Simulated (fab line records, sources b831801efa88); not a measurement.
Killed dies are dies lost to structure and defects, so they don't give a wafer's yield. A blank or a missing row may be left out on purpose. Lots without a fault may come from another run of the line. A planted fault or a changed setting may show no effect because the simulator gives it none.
Problem report in the 8D (eight disciplines) form, filled by code | flow gf180mcu | the parts of the form that need people (team, actions taken, sign-off) are left out

1. THE PROBLEM
heater_power_total_W at GF_V5_SOFTBAKE_10 reads a mean of 98.17 W on 2 wafers of 2 lots; wafers without a fault read 93.05 W with a standard deviation of 0.065. That is +79 standard deviations from the usual mean.
The step: time 60 s.
First seen on wafer L559.2, day 31 19:00, on litho_track-02. The record holds 16 wafers of 6 lots with a number at this step. Rule for "out", or "out of limits": more than 4 standard deviations from the usual mean. The other wafers with a number count as sound.

2. WHAT IT IS AND WHAT IT IS NOT
question                    | is                                 | is not
which readings at this step | heater_power_total_W, run_length_s | -
which lots                  | L559, L561                         | L544, L546, L564, L566
which wafers of those lots  | L559.2, L561.2                     | L559.4, L561.4
read on which tools         | litho_track-02                     | litho_track-01, litho_track-04
when                        | from day 31 19:00                  | up to then (7 sound wafers); but 7 sound wafers of L561, L564, L566 came after

3. SUSPECTS, AND WHAT RULES EACH OUT
Counting: a tool at a process step up to the reading stays a suspect if it ran every lot that is out. Sound lots after the first of them don't rule it out here, since some wafers of a struck lot are sound.
- litho_track-02 at GF_V5_SOFTBAKE_10 (time 60 s): kept. It ran every lot that is out, first L559 (day 31 19:00); its last sound lot up to then is L546 (day 28 09:00). Its own readings are out on those wafers: heater_power_total_W, run_length_s.
Left after counting: litho_track-02 at GF_V5_SOFTBAKE_10.

4. THE CAUSE (what the simulator had put in)
Process parameter drift: litho_track-02, from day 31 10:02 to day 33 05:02, at GF_V5_SOFTBAKE_10. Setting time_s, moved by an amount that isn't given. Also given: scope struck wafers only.
Counting left only this tool.

5. THE CHAIN OF EFFECTS, in route order
Each row: a reading whose mean over the struck wafers that have a number lies more than 3 standard deviations from the usual. Only readings for which the record gives a usual standard deviation are gone through. hours: the time from each lot's start at the first step in this table that gives one to its start at this step, as a median over the lots. sigmas: the change in usual standard deviations.
hours | step              | reading              | usual   | on struck wafers | change | sigmas
0     | GF_V5_SOFTBAKE_10 | heater_power_total_W | 93.05 W | 98.17            | +5.12  | +79
0     | GF_V5_SOFTBAKE_10 | run_length_s         | 89.03 s | 80.20            | -8.83  | -63
The process steps in it:
- GF_V5_SOFTBAKE_10: time 60 s.
Later measuring or inspecting steps at which every struck wafer that the step has a row for has a number for every such reading, and none has moved that far: GF_V5_CD_MEAS_14, GF_V5_OVL_MEAS_15.

6. WHAT WOULD HAVE CAUGHT IT SOONER
In this record the first reading out of limits was taken at day 31 19:00, 9 hours after the fault began at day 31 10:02.
